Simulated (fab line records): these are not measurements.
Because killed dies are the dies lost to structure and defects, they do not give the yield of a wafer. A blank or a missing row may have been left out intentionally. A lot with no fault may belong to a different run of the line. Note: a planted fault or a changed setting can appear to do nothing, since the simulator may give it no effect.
2 desks, one fault    flow gf180mcu    what lay behind the numbers comes last; until then each desk has only its own

== THE METROLOGY DESK ==
Means of the sampled wafers that have a number, per lot and without regard to the tool the lot ran on: this is what the gauges read. Any lot whose mean is over 4 standard deviations away from the usual mean is out of limits and marked OUT; that distance is given in the brackets.
Columns: A = V4_BOW at GF_V4_BOW_MEAS_05, usual 136 um; B = MIM_CVD_05_THK at GF_MIM_THK_MEAS_06, usual 42.0 nm; C = V5_W_RS at GF_V5_RS_MEAS_24, usual 0.329 ohm/sq; D = V5_W_THK at GF_V5_THK_MEAS_25, usual 351 nm
lot   first seen here  A    B     C      D
L238  day 23 03:37     140  41.9  0.332  351
L239  day 23 21:49     137  42.4  0.331  345
L240  day 24 01:35     141  41.5  0.331  349
L245  day 26 04:32     136  42.6  0.329  355
L246  day 27 00:23     120  41.8  0.327  354
L248  day 27 09:17     137  41.9  0.329  351
L249  day 27 22:34     136  42.1  0.325  352
L253  day 28 16:43     155  41.4  0.315  370 (+4.6) OUT
L252  day 28 18:31     125  42.0  0.316  362
L254  day 28 22:08     127  41.3  0.316  362
L255  day 28 23:29     145  42.1  0.333  347
L261  day 30 23:34     122  41.9  0.331  349
Finding of this desk: L253 out of limits, first seen on L253 at day 31 23:08 (V5_W_THK at GF_V5_THK_MEAS_25). In limits: L238, L239, L240, L245, L246, L248, L249, L252, L254, L255, L261.

== DESK OF THE TOOL OWNER: cvd-w-02 ==
The tool's own readings at GF_V5_CVD_23 (deposits W, target thk 350 nm, time 104.9 s): means of the sampled wafers that have a number, for each lot that ran on this tool. Any lot whose mean is over 4 standard deviations away from the usual mean is out of limits and marked OUT; that distance is given in the brackets.
Columns: A = heater-power-outer-w at GF_V5_CVD_23, usual 567 W; B = heater-power-w at GF_V5_CVD_23, usual 900 W
lot   first seen here  A    B
L240  day 27 20:10     555  896
L245  day 29 15:59     571  911
L246  day 30 10:41     563  900
L248  day 30 16:38     563  903
L249  day 31 05:50     566  903
L253  day 31 22:50     568  909
L252  day 32 01:03     564  905
L254  day 32 03:20     570  920
Result from this desk: across the 8 lots, nothing is out of limits.

== PUT TOGETHER ==
An alarm was possible from the metrology desk at day 31 23:08, on L253.
The desk of the tool owner found nothing out of limits.
On record at the tool owner's desk: L253, within its limits.
Every lot named ran GF_V5_CVD_23 on cvd-w-02.

== WHAT THE SIMULATOR HAD INSERTED ==
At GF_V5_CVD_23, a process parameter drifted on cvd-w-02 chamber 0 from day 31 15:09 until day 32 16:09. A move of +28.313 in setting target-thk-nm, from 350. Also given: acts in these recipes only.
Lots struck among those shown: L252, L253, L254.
Delay in hours, fault start to first out-of-limits reading, per desk: metrology desk 8.
